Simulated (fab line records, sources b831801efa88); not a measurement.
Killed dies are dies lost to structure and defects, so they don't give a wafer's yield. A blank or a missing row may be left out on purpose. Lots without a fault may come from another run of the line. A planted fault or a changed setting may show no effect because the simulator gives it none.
A struck lot beside a sound one | flow sky130 | 15 steps out of a route of 708
Sound: wafers L729.1, L729.3, L729.4. Struck: wafers L736.2, L736.4. The cause comes at the end.
At each step with rows: each side's tool, then ch and its chambers, then its first start. Under that, the readings that differ: sound wafers | struck wafers | difference of the means | sigmas: that difference in standard deviations of wafers without a fault.
alike: readings whose means differ by less than 2 such deviations, and words and numbers that are the same on both sides. not compared: withheld readings, readings that some wafer has no value for, bounds like >300 that may hide the same value, and numbers for which the record gives no deviation and whose values overlap.
The two part at a step that has a row with sigmas, a row that says differs or no value, or rows on one side only. Numbers that don't overlap but have no deviation are shown without sigmas and don't part them. A reading that every wafer of one side lacks parts them only if that side has two wafers or more.

SKY_VIA3_CMP_02: polishes SiO2.
  sound on cmp-01 ch 0,1,2, day 40 13:48; struck on cmp-01 ch 0,3, day 43 04:29
  alike: head_pressure_psi, motor_current_A
SKY_VIA3_BOW_MEAS_03:
  sound on film_metro-01, day 40 14:06; struck on film_metro-03, day 43 04:48
  alike: VIA3_BOW
then, 8 steps without rows for these wafers: SKY_VIA3_DEHYDRATE_04 (time 60 s); SKY_VIA3_HMDS_05 (prime time 60 s); SKY_VIA3_COAT_06 (resist thk 60 nm); SKY_VIA3_COAT_07 (resist thk 450 nm); SKY_VIA3_SOFTBAKE_08 (time 90 s); SKY_VIA3_EXPOSE_09 (exposes mask VIM3, target cd 200 nm); SKY_VIA3_PEB_10; SKY_VIA3_DEVELOP_11 (develop time 60 s).
SKY_VIA3_CD_MEAS_12: target cd 200 nm.
  sound on cd_sem-02, day 41 13:57; struck on cd_sem-02, day 44 02:28
  reading    | sound             | struck      | difference | sigmas
  cd_nm (nm) | 199.6 198.2 198.4 | 202.2 201.4 | +3.1       | +2
SKY_VIA3_OVL_MEAS_13:
  sound on overlay-02, day 41 14:04; struck on overlay-02, day 44 02:34
  alike: VIA3_OVL
SKY_VIA3_ETCH_14: etches BARC in N2/H2, stops on SiO2, time 45.9 s, target depth 60 nm.
  sound on rie_diel-03 ch 1,2,3, day 41 14:06; struck on rie_diel-03 ch 0,2, day 44 02:36
  reading               | sound             | struck      | difference                    | sigmas
  oes_product_au (a.u.) | 0.858 0.852 0.851 | 0.893 0.894 | +0.040                        | +8
  rf_fwd_power_W (W)    | 496.5 492.9 493.3 | - -         | no value on the struck wafers |
  run_length_s (s)      | 74.7 75.2 74.4    | 72.9 72.4   | -2.1                          | -4
  alike: drypump_motor_current_A, throttle_valve_pct
  not compared: rf_hours_counter_h
SKY_VIA3_ETCH_15: etches SiO2 in C4F8/O2/Ar, stops on TiN, target depth 507 nm, time 78 s.
  sound on rie_diel-03 ch 1,2,3, day 41 14:09; struck on rie_diel-03 ch 0,2, day 44 02:38
  alike: oes_product_au, rf_fwd_power_W, run_length_s
  not compared: rf_hours_counter_h
-- the record jumps here: 5 days lie between the struck wafers' starts before and after (it left off in module VIA3 and takes up again in module PAD_OPEN, whose first step shown is number 708 of the route) --
SKY_PAD_OPEN_PROBE_99:
  sound on prober-01, day 47 10:35; struck on prober-02, day 49 13:04
  alike: defect_limited_yield, killed_at_M0_to_M3, killed_at_M4_up, killed_at_contacts, killed_at_front_end, killed_at_other, killed_dies, killed_open, killed_short, sort_bin_3_pad_short, sort_bin_5_function, sort_bin_6_memory, sort_n_pass, sort_yield_pct

WHERE THEY PART
First at SKY_VIA3_CD_MEAS_12; last, within this record, at SKY_VIA3_ETCH_14. Later steps at which nothing parts them and some readings are alike: SKY_VIA3_ETCH_15, SKY_PAD_OPEN_PROBE_99.

WHY: what the simulator had put in
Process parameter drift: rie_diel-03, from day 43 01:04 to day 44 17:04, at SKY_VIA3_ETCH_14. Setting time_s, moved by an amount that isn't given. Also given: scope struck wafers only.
